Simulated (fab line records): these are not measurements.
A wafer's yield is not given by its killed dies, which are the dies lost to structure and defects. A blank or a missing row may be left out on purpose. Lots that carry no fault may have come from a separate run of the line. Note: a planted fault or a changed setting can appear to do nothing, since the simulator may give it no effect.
The same fault as seen by 2 desks / flow gf180mcu / each desk holds nothing but its own numbers, with what lay behind them at the end

## METROLOGY DESK
What the gauges read, lot by lot, whatever tool the lot ran on: means of the sampled wafers that have a number. Marked OUT: a lot whose mean sits more than 4 standard deviations from the usual mean, which makes it out of limits; the brackets give that distance.
Columns: A = V2_OVL at GF_V2_OVL_MEAS_15, usual -4 nm; B = cd_nm at GF_V3_CD_MEAS_14, usual 259.5 nm; C = V3_W_THK at GF_V3_THK_MEAS_25, usual 342 nm; D = M4_ALCU_THK at GF_M4_THK_MEAS_06, usual 452 nm
lot=L355; first seen here=day 20 15:16; A=6; B=258.1; C=340; D=460
lot=L356; first seen here=day 21 00:07; A=-11; B=260.8; C=337; D=454
lot=L358; first seen here=day 21 10:51; A=-15; B=258.5; C=341; D=454
lot=L359; first seen here=day 22 03:58; A=-4; B=258.2; C=347; D=450
lot=L361; first seen here=day 22 20:10; A=3; B=258.8; C=343; D=454
lot=L363; first seen here=day 23 09:18; A=-9; B=260.1; C=345; D=453
lot=L367; first seen here=day 24 16:15; A=-2; B=264.6 (+4.6) OUT; C=338; D=450
lot=L368; first seen here=day 24 23:55; A=3; B=264.2 (+4.3) OUT; C=341; D=452
lot=L371; first seen here=day 26 03:24; A=-4; B=260.5; C=342; D=452
lot=L372; first seen here=day 26 08:37; A=1; B=258.3; C=338; D=450
lot=L373; first seen here=day 26 14:34; A=-1; B=260.1; C=342; D=455
lot=L375; first seen here=day 27 03:01; A=-5; B=259.3; C=339; D=449
lot=L377; first seen here=day 28 03:26; A=-8; B=260.0; C=346; D=454
lot=L378; first seen here=day 28 05:22; A=-2; B=259.3; C=342; D=455
This desk finds L367, L368 out of limits, L367 being first, at day 26 13:59 (cd_nm at GF_V3_CD_MEAS_14). L355, L356, L358, L359, L361, L363, L371, L372, L373, L375, L377, L378: within limits.

## TOOL OWNER'S DESK, litho_track-03
The tool's own readings at GF_V3_PEB_12 (peb time 90 s): means of the sampled wafers that have a number, for each lot that ran on this tool. Marked OUT: a lot whose mean sits more than 4 standard deviations from the usual mean, which makes it out of limits; the brackets give that distance.
Columns: A = exhaust_pa at GF_V3_PEB_12, usual 45.0 Pa
lot=L356; first seen here=day 23 03:07; A=44.6
lot=L359; first seen here=day 24 04:27; A=43.9
lot=L361; first seen here=day 24 19:21; A=45.3
lot=L363; first seen here=day 25 07:50; A=45.9
lot=L367; first seen here=day 26 13:38; A=44.6
lot=L368; first seen here=day 26 20:10; A=43.8
lot=L377; first seen here=day 29 21:20; A=45.0
This desk's verdict: no lot among the 7 shows anything out of limits.

## PUT TOGETHER
At day 26 13:59 the metrology desk could have sounded an alarm, on L367, L368.
Nothing out of limits was seen by the tool owner's desk.
Tool owner's desk: L367, L368 on record, inside its limits.
The lots listed all ran GF_V3_PEB_12 on litho_track-03.

## WHAT THE SIMULATOR HAD INSERTED
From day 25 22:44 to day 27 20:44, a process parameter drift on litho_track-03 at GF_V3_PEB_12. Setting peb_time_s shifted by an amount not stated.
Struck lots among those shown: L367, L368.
Time in hours between the start of the fault and the first out-of-limits reading at each desk: metrology desk, 15.
